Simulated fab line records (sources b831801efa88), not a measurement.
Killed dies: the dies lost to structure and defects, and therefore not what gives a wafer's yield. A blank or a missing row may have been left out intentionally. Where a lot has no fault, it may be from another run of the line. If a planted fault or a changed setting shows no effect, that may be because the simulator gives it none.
Which tool was responsible?	flow sky130	11 lots, 33 wafers sampled, at 4 steps of a route of 708

WHAT THE GAUGES READ, wafer by wafer
SKY_VT_ADJUST_NCORE_OVL_MEAS_08. Usual: VT_ADJUST_NCORE_OVL gives -1.1 nm (standard deviation 1.4).
lot	measured	on	VT_ADJUST_NCORE_OVL (nm)	flag
L869	day 8 16:21	overlay-02	1.9 -0.2 0.1	
L873	day 10 01:46	overlay-01	-1.3 0.9 0.0	
L874	day 10 18:13	overlay-01	-1.7 -1.1 -0.4	
L877	day 11 09:26	overlay-01	-1.9 -0.8 -2.1	
L878	day 11 10:09	overlay-01	-2.8 -1.3 -0.9	
L883	day 12 23:45	overlay-02	-0.5 -0.2 0.2	
L885	day 13 10:28	overlay-02	-2.3 -0.7 -0.8	
L884	day 13 12:03	overlay-02	-1.2 0.7 -2.0	
L886	day 13 20:49	overlay-01	-0.2 0.3 -0.6	
L887	day 14 07:07	overlay-01	-4.3 -4.9 -3.5	
L890	day 15 21:56	overlay-01	-2.0 -1.5 -1.0	

SKY_GATE_OXIDE_TW_MEAS_14. Usual: GATE_OXIDE_TW gives 223.1 (standard deviation 2.2).
lot	measured	on	GATE_OXIDE_TW	flag
L869	day 13 19:41	film_metro-01	221.4 221.6 219.7	
L873	day 15 21:36	film_metro-01	271.3 271.8 271.4	OFF
L874	day 16 06:58	film_metro-01	220.8 220.8 220.6	
L877	day 17 06:28	film_metro-02	275.9 274.4 274.1	OFF
L878	day 17 06:17	film_metro-01	270.5 269.9 269.9	OFF
L883	day 19 02:58	film_metro-03	224.3 226.0 224.8	
L885	day 19 12:46	film_metro-01	219.4 220.1 220.3	
L884	day 19 17:40	film_metro-03	224.6 224.3 224.9	
L886	day 20 06:17	film_metro-02	225.2 225.4 225.7	
L887	day 20 15:00	film_metro-03	225.6 224.6 223.6	
L890	day 22 10:31	film_metro-01	220.6 222.2 221.7	

WHAT TOOL EACH LOT RAN ON (gives the tool, then ch and the chambers of the sampled wafers, and finally the start)
lot	SKY_VT_ADJUST_HVTP_STRIP_10	SKY_GATE_OXIDE_IMPLANT_11
L869	plasma_asher-04 ch 0,1, day 6 08:15	implanter-03 ch 0, day 13 19:22
L873	plasma_asher-03 ch 0,1, day 7 11:56	implanter-03 ch 0, day 15 20:58
L874	plasma_asher-04 ch 0,1, day 8 01:55	implanter-03 ch 0, day 16 06:37
L877	plasma_asher-01 ch 0,1, day 8 14:19	implanter-03 ch 0, day 17 05:28
L878	plasma_asher-04 ch 0,1, day 8 15:39	implanter-01 ch 0, day 17 05:39
L883	plasma_asher-01 ch 0,1, day 10 00:49	implanter-03 ch 0, day 19 02:31
L885	plasma_asher-01 ch 1, day 10 10:52	implanter-01 ch 0, day 19 12:25
L884	plasma_asher-03 ch 0,1, day 10 12:54	implanter-03 ch 0, day 19 17:20
L886	plasma_asher-01 ch 0,1, day 10 21:14	implanter-04 ch 0, day 20 05:59
L887	plasma_asher-04 ch 0,1, day 11 05:34	implanter-04 ch 0, day 20 14:38
L890	plasma_asher-01 ch 1, day 12 16:38	implanter-01 ch 0, day 22 10:10
- SKY_VT_ADJUST_HVTP_STRIP_10: strips in O2/N2.
- SKY_GATE_OXIDE_IMPLANT_11

WHAT THE TOOLS THEMSELVES READ (means of the sampled wafers that have a number; where no wafer has one, the mark that the record gives instead)
SKY_VT_ADJUST_HVTP_STRIP_10. Usual: drypump_motor_current_A 5.6 A, standard deviation 0.42; n2_flow_sccm 300.0 sccm, standard deviation 0.9; o2_flow_sccm 3002 sccm, standard deviation 8; oes_product_au 0.716 a.u., standard deviation 0.0046; strip_time_to_endpoint_s 14.19 s, standard deviation 0.043.
lot	tool	drypump_motor_current_A (A)	n2_flow_sccm (sccm)	o2_flow_sccm (sccm)	oes_product_au (a.u.)	strip_time_to_endpoint_s (s)	flag
L869	plasma_asher-04	5.8	299.4	3004	0.719	14.22	
L873	plasma_asher-03	5.7	301.1	3011	0.715	14.20	
L874	plasma_asher-04	5.7	299.6	3007	0.716	14.17	
L877	plasma_asher-01	5.2	301.4	3013	0.722	14.20	
L878	plasma_asher-04	5.7	300.6	2987	0.721	14.19	
L883	plasma_asher-01	5.2	301.1	2997	0.718	14.16	
L885	plasma_asher-01	5.2	300.5	2995	0.715	14.15	
L884	plasma_asher-03	6.1	299.8	3007	0.715	14.15	
L886	plasma_asher-01	5.1	298.4	3003	0.715	14.26	
L887	plasma_asher-04	5.7	300.2	2999	0.715	14.11	
L890	plasma_asher-01	5.2	300.1	3008	0.720	14.19	

SKY_GATE_OXIDE_IMPLANT_11. Usual: beam_energy_keV at 10.000, with a standard deviation of 0.0033.
lot	tool	beam_energy_keV	flag
L869	implanter-03	9.999	
L873	implanter-03	9.998	
L874	implanter-03	9.997	
L877	implanter-03	9.999	
L878	implanter-01	10.001	
L883	implanter-03	10.002	
L885	implanter-01	9.997	
L884	implanter-03	9.998	
L886	implanter-04	9.999	
L887	implanter-04	9.999	
L890	implanter-01	10.002	

THE ANSWER, worked out from the rows above alone
Rule: a lot is off if the mean of its wafers that have a number lies more than 3 standard deviations from the usual mean. A lot without any number at a reading at which 4 lots or more have one is off too. The other lots that the step has rows for count as sound. After the gauges, taken in route order, come the tools' own readings; for these a lot's mean is taken, as printed above. The first step at which some lot is off is used, and at that step the reading that is off furthest; a lot without a number counts as furthest.
Off: at SKY_GATE_OXIDE_TW_MEAS_14 (GATE_OXIDE_TW), L873, L877, L878.
If a tool, at a process step before that reading, ran all the lots that are off and no sound lot after the first of them, it fits. The gauges at SKY_GATE_OXIDE_TW_MEAS_14 are tried like those tools. Of those tried, none fits.

WHAT THE SIMULATOR HAD PUT IN
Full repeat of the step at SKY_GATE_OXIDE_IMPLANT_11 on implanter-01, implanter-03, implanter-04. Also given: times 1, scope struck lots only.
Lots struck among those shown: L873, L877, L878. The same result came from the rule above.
